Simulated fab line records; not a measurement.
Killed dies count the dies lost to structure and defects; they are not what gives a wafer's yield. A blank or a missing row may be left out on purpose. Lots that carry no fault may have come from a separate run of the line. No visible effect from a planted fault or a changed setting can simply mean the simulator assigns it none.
Chamber matching ; flow sky130 ; cmp-02 running SKY_VIA2_CMP_02: 4 sister chambers
The step polishes SiO2. 18 wafers are shown with their chamber, then 9 later ones without.

## WAFERS PAIRED WITH THEIR CHAMBERS
wafer;chamber;motor-current-A (A);platen-rpm (rpm)
L970.2;0;11.1;59.94
L970.3;2;11.4;60.05
L970.6;2;11.6;60.04
L972.1;1;12.0;59.97
L972.3;0;10.7;60.05
L972.4;3;10.6;60.06
L973.2;1;12.0;60.00
L973.4;2;11.7;59.95
L973.6;0;11.3;59.95
L979.2;3;11.2;60.03
L979.3;1;12.7;59.98
L979.4;2;12.1;60.03
L980.1;3;10.6;60.00
L980.4;0;11.0;60.02
L980.5;1;12.3;60.00
L987.2;0;10.8;60.00
L987.4;2;11.9;59.96
L987.6;3;11.3;59.99

SIGNATURES (averages over the wafers above)
reading;chamber 0;chamber 1;chamber 2;chamber 3;scatter within a chamber
motor-current-A;10.980;12.250;11.740;10.925;0.302
platen-rpm;59.9920;59.9875;60.0060;60.0200;0.039
Rule: for each reading, subtract the chamber's mean from the wafer's reading, divide by that reading's scatter and square the result; add these up over the readings and take the root, which gives the wafer's distance from the chamber. If the next closest chamber is less than 2 further off than the closest, the wafer can't be placed; otherwise it belongs to the closest. The scatter: take each reading less its chamber's mean, square it, sum over the shown wafers, divide by the number of wafers less the number of chambers, and take the root.

## WAFERS MISSING THEIR CHAMBER
wafer;motor-current-A (A);platen-rpm (rpm)
L988.2;11.0;59.92
L988.4;10.7;60.02
L988.6;12.1;60.05
L989.1;11.0;60.07
L989.5;10.6;59.97
L989.6;12.7;59.95
L992.1;12.6;59.94
L992.3;11.1;59.99
L992.4;12.0;59.90

## THE CHAMBER EACH PASSED THROUGH
wafer;from the rows above;in truth
L988.2;can't be placed: 0 or 3 or 2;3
L988.4;can't be placed: 3 or 0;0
L988.6;can't be placed: 2 or 1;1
L989.1;can't be placed: 3 or 0 or 2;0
L989.5;can't be placed: 0 or 3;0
L989.6;can't be placed: 1 or 2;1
L992.1;can't be placed: 1 or 2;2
L992.3;can't be placed: 0 or 3 or 2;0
L992.4;can't be placed: 1 or 2 or 0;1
Correct placement for 0 of the 9. Not placeable from these rows: 9 (in 9, the candidates include the true chamber). Wrongly placed: 0.
